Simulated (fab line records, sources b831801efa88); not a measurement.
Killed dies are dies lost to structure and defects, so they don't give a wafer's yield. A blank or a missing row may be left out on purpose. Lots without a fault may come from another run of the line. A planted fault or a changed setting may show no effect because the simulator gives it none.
Tool commonality check | flow gf180mcu | 13 lots, 45 wafers sampled

WHY IT WAS OPENED
At GF_VT_IMPLANT_RS_MEAS_48 the reading LVPWELL_RS is flagged on 2 of 13 lots. Wafers without a fault read 1196 ohm/sq, standard deviation 3.3.
Rule: a lot is flagged when every wafer of it that has a number lies more than 4 standard deviations from that mean, or none has a number. The other lots count as sound.

lot  | measured     | on            | LVPWELL_RS (ohm/sq), wafer by wafer | flag
L453 | day 7 15:34  | film_metro-04 | 1199 1201 1200                      |
L455 | day 8 10:31  | film_metro-01 | 1196 1199 1201                      |
L457 | day 9 05:03  | film_metro-01 | 1195 1197 1196                      |
L458 | day 9 16:17  | film_metro-04 | 1199 1200 1194                      |
L460 | day 9 18:26  | film_metro-04 | 1200 1199 1197                      |
L459 | day 9 19:57  | film_metro-04 | 1171 1168 1173 1171 1168 1170       | FLAGGED
L461 | day 10 03:00 | film_metro-04 | 1170 1171 1171 1168 1168 1169       | FLAGGED
L463 | day 10 14:24 | film_metro-04 | 1189 1192 1190                      |
L472 | day 13 03:10 | film_metro-01 | 1198 1195 1195                      |
L473 | day 13 06:05 | film_metro-01 | 1194 1194 1197                      |
L474 | day 13 15:06 | film_metro-04 | 1196 1199 1201                      |
L475 | day 14 00:09 | film_metro-01 | 1195 1193 1192                      |
L476 | day 14 02:41 | film_metro-01 | 1197 1204 1199                      |
The numbers of the flagged lots are 1170 ohm/sq on average: -26 ohm/sq against the usual, or -8 standard deviations.

WHICH TOOL RAN EACH LOT
The record holds 1 process step before the reading, out of a route of 602 steps. In each cell: the tool, then ch and the chambers that the sampled wafers went through, then the start.
lot  | flag    | GF_LVPWELL_IMPLANT_09
L453 |         | implanter-03 ch 0, day 3 20:52
L455 |         | implanter-04 ch 0, day 4 11:26
L457 |         | implanter-03 ch 0, day 5 03:04
L458 |         | implanter-03 ch 0, day 5 11:35
L460 |         | implanter-04 ch 0, day 5 16:01
L459 | FLAGGED | implanter-03 ch 0, day 5 16:19
L461 | FLAGGED | implanter-03 ch 0, day 5 22:07
L463 |         | implanter-04 ch 0, day 6 07:42
L472 |         | implanter-04 ch 0, day 8 09:54
L473 |         | implanter-02 ch 0, day 8 14:26
L474 |         | implanter-02 ch 0, day 8 21:07
L475 |         | implanter-04 ch 0, day 9 04:22
L476 |         | implanter-02 ch 0, day 9 07:27
What these steps do:
- GF_LVPWELL_IMPLANT_09
- GF_VT_IMPLANT_RS_MEAS_48: measures by four-point-probe.

FLAGGED OVER TOTAL, TOOL BY TOOL (the gauges that took the reading come last)
step                     | tool          | lots run | flagged | share of the flagged lots | sound lots run after its first flagged lot
GF_LVPWELL_IMPLANT_09    | implanter-02  | 3        | 0       | none                      | -
GF_LVPWELL_IMPLANT_09    | implanter-03  | 5        | 2       | all                       | 0
GF_LVPWELL_IMPLANT_09    | implanter-04  | 5        | 0       | none                      | -
GF_VT_IMPLANT_RS_MEAS_48 | film_metro-01 | 6        | 0       | none                      | -
GF_VT_IMPLANT_RS_MEAS_48 | film_metro-04 | 7        | 2       | all                       | 2 (L463,L474)

WHAT THE TABLE ALLOWS
2 rows of the table ran every flagged lot: implanter-03 at GF_LVPWELL_IMPLANT_09, film_metro-04 at GF_VT_IMPLANT_RS_MEAS_48.
- implanter-03 at GF_LVPWELL_IMPLANT_09: 2 of its 5 lots flagged. Its last sound lot is L458 (day 5 11:35), its first flagged lot L459 (day 5 16:19): a fault that began between those two fits. Its own readings lie more than 4 standard deviations out on every wafer of the flagged lots: dose_ions_cm2, faraday_current_uA.
- film_metro-04 at GF_VT_IMPLANT_RS_MEAS_48: 2 of its 7 lots flagged. Sound lots ran on it after the first flagged one (L463, L474), which a lasting fault on the whole tool wouldn't allow.
One tool is left: implanter-03 at GF_LVPWELL_IMPLANT_09.

WHAT THE SIMULATOR HAD PUT IN
Process parameter drift: implanter-03, from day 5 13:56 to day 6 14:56, at GF_LVPWELL_IMPLANT_09. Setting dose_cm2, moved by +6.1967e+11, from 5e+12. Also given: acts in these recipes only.
Lots struck among those shown: L459, L461. The rule above found the same.
